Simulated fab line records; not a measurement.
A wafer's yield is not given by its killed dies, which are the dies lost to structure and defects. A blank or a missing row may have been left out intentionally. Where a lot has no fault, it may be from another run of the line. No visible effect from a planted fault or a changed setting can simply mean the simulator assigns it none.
A lot that was struck, set against a sound lot :: flow sky130 :: 14 out of 708 route steps
Sound: the wafers L315.2, L315.4, L315.5. Wafers L304.1, L304.2, L304.6 were the ones struck. At the end, the cause is stated.
At each step with rows: each side's tool, then ch and its chambers, then its first start. Under that, the readings that differ: sound wafers :: struck wafers :: difference of the means :: sigmas: that difference in standard deviations of wafers without a fault.
alike: a reading whose means differ by less than 2 such deviations, as well as words and numbers matching on both sides. not compared: withheld readings; readings where some wafer has no value; bounds like >300 that might hide an equal value; numbers whose values overlap and for which the record gives no deviation.
Wherever a step has rows on one side only, a row that says differs or no value, or a row with sigmas, the two part there. Numbers that don't overlap but have no deviation are shown without sigmas and don't part them. Lack of a reading on every wafer of one side parts them only where that side has two or more wafers.

first, 3 steps without rows for these wafers: SKY_FIELD_ISO_CLEAN_20 (cleans in dHF, time 20 s); SKY_FIELD_ISO_WET_ETCH_21 (etches SiO2 in dHF, target depth 20 nm, time 400 s); SKY_FIELD_ISO_OXIDATION_22 (stabilise 600 s, purge 300 s, target thk 10 nm).
SKY_FIELD_ISO_THK_MEAS_23:
  sound on filmMetro-01, day 7 05:50; struck on filmMetro-03, day 4 15:59
  alike: FIELD_ISO_OXIDATION_01_THK
then, 1 step without rows for these wafers: SKY_FIELD_ISO_CVD_24 (deposits SiO2, target thk 595 nm, time 99.2 s).
SKY_FIELD_ISO_THK_MEAS_25:
  sound on filmMetro-03, day 7 05:58; struck on filmMetro-01, day 4 16:07
  alike: FIELD_ISO_CVD_24_THK
then, 1 step without rows for these wafers: SKY_FIELD_ISO_ANNEAL_26 (time 1800 s).
SKY_FIELD_ISO_CMP_27: polishes, stops on Si3N4, t overpolish 16 s, target thk 457.8 nm.
  sound on cmp-02 ch 2,3, day 7 08:43; struck on cmp-02 ch 0,1,2, day 4 17:44
  alike: motorCurrentA, overpolishRunS, timeToEndpointS
then, 4 steps without rows for these wafers: SKY_FIELD_ISO_WET_ETCH_28 (etches SiO2 in dHF, target depth 23.7 nm, time 47 s); SKY_FIELD_ISO_WET_ETCH_29 (etches Si3N4 in H3PO4, target depth 160 nm, time 1825 s); SKY_FIELD_ISO_WET_ETCH_30 (etches SiO2 in dHF, target depth 25 nm, time 50 s); SKY_NWELL_CLEAN_00 (cleans in SC1/SC2, time 150 s).
SKY_NWELL_OXIDATION_01: stabilise 600 s, purge 300 s, target thk 10 nm.
  sound on furnace-01 ch 0, day 7 10:12; struck on furnace-01, day 4 19:38
  no value came back on the struck wafers for any of 6 readings (oxTempC (C), oxTempCMax and others); on the sound wafers oxTempC (C) reads 900.2 899.7 899.5
then, 1 step without rows for these wafers: SKY_DNWELL_DEHYDRATE_00 (time 60 s).

## WHERE THEY PART
Only at SKY_NWELL_OXIDATION_01, within this record.

WHY: what the simulator had put in
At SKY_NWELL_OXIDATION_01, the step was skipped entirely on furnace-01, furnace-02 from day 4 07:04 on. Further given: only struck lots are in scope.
